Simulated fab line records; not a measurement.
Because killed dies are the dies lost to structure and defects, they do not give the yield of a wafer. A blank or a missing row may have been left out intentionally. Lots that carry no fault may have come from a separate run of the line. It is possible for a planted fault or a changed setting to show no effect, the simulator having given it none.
Check of tool commonality | flow gf180mcu | 42 wafers sampled across 14 lots

THE REASON FOR OPENING IT
At GF_HV_LDD_TW_MEAS_23 the reading HV_LDD_2_TW is flagged on 2 of 14 lots. Wafers without a fault read 1055, standard deviation 14.
Rule: a lot is flagged when every wafer of it that has a number lies more than 4 standard deviations from that mean, or none has a number. As for the other lots, they are considered sound.

lot  | measured     | on           | HV_LDD_2_TW, wafer by wafer | flag
L582 | day 10 15:26 | filmMetro-04 | 1043 1044 1052              | 
L583 | day 11 03:12 | filmMetro-04 | 1056 1053 1051              | 
L586 | day 11 23:07 | filmMetro-02 | 1145 1146 1148              | FLAGGED
L590 | day 13 07:10 | filmMetro-02 | 1161 1157 1158              | FLAGGED
L591 | day 13 13:50 | filmMetro-02 | 1078 1087 1082              | 
L595 | day 15 02:08 | filmMetro-04 | 1053 1049 1046              | 
L596 | day 15 10:24 | filmMetro-01 | 1045 1038 1043              | 
L598 | day 15 21:07 | filmMetro-04 | 1051 1055 1052              | 
L599 | day 16 06:34 | filmMetro-04 | 1049 1049 1049              | 
L600 | day 16 14:29 | filmMetro-04 | 1056 1046 1057              | 
L601 | day 16 20:27 | filmMetro-04 | 1048 1048 1046              | 
L602 | day 17 02:58 | filmMetro-01 | 1047 1039 1042              | 
L604 | day 17 21:19 | filmMetro-02 | 1081 1071 1079              | 
L605 | day 18 03:30 | filmMetro-04 | 1048 1043 1046              | 
Average over the flagged lots: 1152; offset from the usual +98, equal to +7 standard deviations.

LOT BY LOT: THE TOOL USED
2 process steps preceding the reading are held in the record, out of 602 steps in the route. Cell contents, in order: the tool; ch with the chambers the sampled wafers went through; the start.
lot  | flag    | GF_VT_IMPLANT_RTA_45            | GF_HV_LDD_IMPLANT_21
L582 |         | rtpAnneal-02 ch 0, day 7 11:45  | implanter-01 ch 0, day 10 15:11
L583 |         | rtpAnneal-02 ch 0, day 7 20:52  | implanter-03 ch 0, day 11 02:58
L586 | FLAGGED | rtpAnneal-01 ch 0, day 8 14:23  | implanter-01 ch 0, day 11 22:52
L590 | FLAGGED | rtpAnneal-02 ch 0, day 9 20:13  | implanter-01 ch 0, day 13 06:55
L591 |         | rtpAnneal-02 ch 0, day 10 01:06 | implanter-04 ch 0, day 13 13:35
L595 |         | rtpAnneal-02 ch 0, day 11 07:56 | implanter-03 ch 0, day 15 01:53
L596 |         | rtpAnneal-02 ch 0, day 11 14:10 | implanter-03 ch 0, day 15 10:10
L598 |         | rtpAnneal-02 ch 0, day 12 00:41 | implanter-01 ch 0, day 15 20:53
L599 |         | rtpAnneal-01 ch 0, day 12 10:13 | implanter-01 ch 0, day 16 06:21
L600 |         | rtpAnneal-01 ch 0, day 12 18:08 | implanter-01 ch 0, day 16 14:14
L601 |         | rtpAnneal-01 ch 0, day 12 23:33 | implanter-04 ch 0, day 16 20:12
L602 |         | rtpAnneal-01 ch 0, day 13 04:12 | implanter-01 ch 0, day 17 02:43
L604 |         | rtpAnneal-01 ch 0, day 13 20:56 | implanter-04 ch 0, day 17 21:04
L605 |         | rtpAnneal-01 ch 0, day 14 03:02 | implanter-04 ch 0, day 18 03:15
What is done by these steps:
- GF_VT_IMPLANT_RTA_45: time 30 s.
- GF_HV_LDD_IMPLANT_21
- GF_HV_LDD_TW_MEAS_23

FLAGGED AGAINST TOTAL, ONE TOOL AT A TIME (gauges that did the reading follow at the end)
step                 | tool         | lots run | flagged | share of the flagged lots | sound lots run after its first flagged lot
GF_VT_IMPLANT_RTA_45 | rtpAnneal-01 | 7        | 1       | some                      | 6 (L599,L600,L601,L602,L604,L605)
GF_VT_IMPLANT_RTA_45 | rtpAnneal-02 | 7        | 1       | some                      | 4 (L591,L595,L596,L598)
GF_HV_LDD_IMPLANT_21 | implanter-01 | 7        | 2       | all                       | 4 (L598,L599,L600,L602)
GF_HV_LDD_IMPLANT_21 | implanter-03 | 3        | 0       | none                      | -
GF_HV_LDD_IMPLANT_21 | implanter-04 | 4        | 0       | none                      | -
GF_HV_LDD_TW_MEAS_23 | filmMetro-01 | 2        | 0       | none                      | -
GF_HV_LDD_TW_MEAS_23 | filmMetro-02 | 4        | 2       | all                       | 2 (L591,L604)
GF_HV_LDD_TW_MEAS_23 | filmMetro-04 | 8        | 0       | none                      | -

WHAT THE TABLE PERMITS
In 2 table rows, all flagged lots were run: implanter-01 (GF_HV_LDD_IMPLANT_21), filmMetro-02 (GF_HV_LDD_TW_MEAS_23).
- implanter-01 at GF_HV_LDD_IMPLANT_21 ran 7 lots, 2 of them flagged. After the first flagged lot (L598, L599, L600, L602), sound lots still ran on it; a lasting fault on the whole tool would not permit that. Its own readings (beamEnergyKeV) fall more than 4 standard deviations out on all wafers of the flagged lots.
- filmMetro-02 at GF_HV_LDD_TW_MEAS_23 ran 4 lots, 2 of them flagged. After the first flagged lot (L591, L604), sound lots still ran on it; a lasting fault on the whole tool would not permit that.
Not one row of the table ran every flagged lot while running no sound lot after the first.

WHAT THE SIMULATOR HAD PUT IN
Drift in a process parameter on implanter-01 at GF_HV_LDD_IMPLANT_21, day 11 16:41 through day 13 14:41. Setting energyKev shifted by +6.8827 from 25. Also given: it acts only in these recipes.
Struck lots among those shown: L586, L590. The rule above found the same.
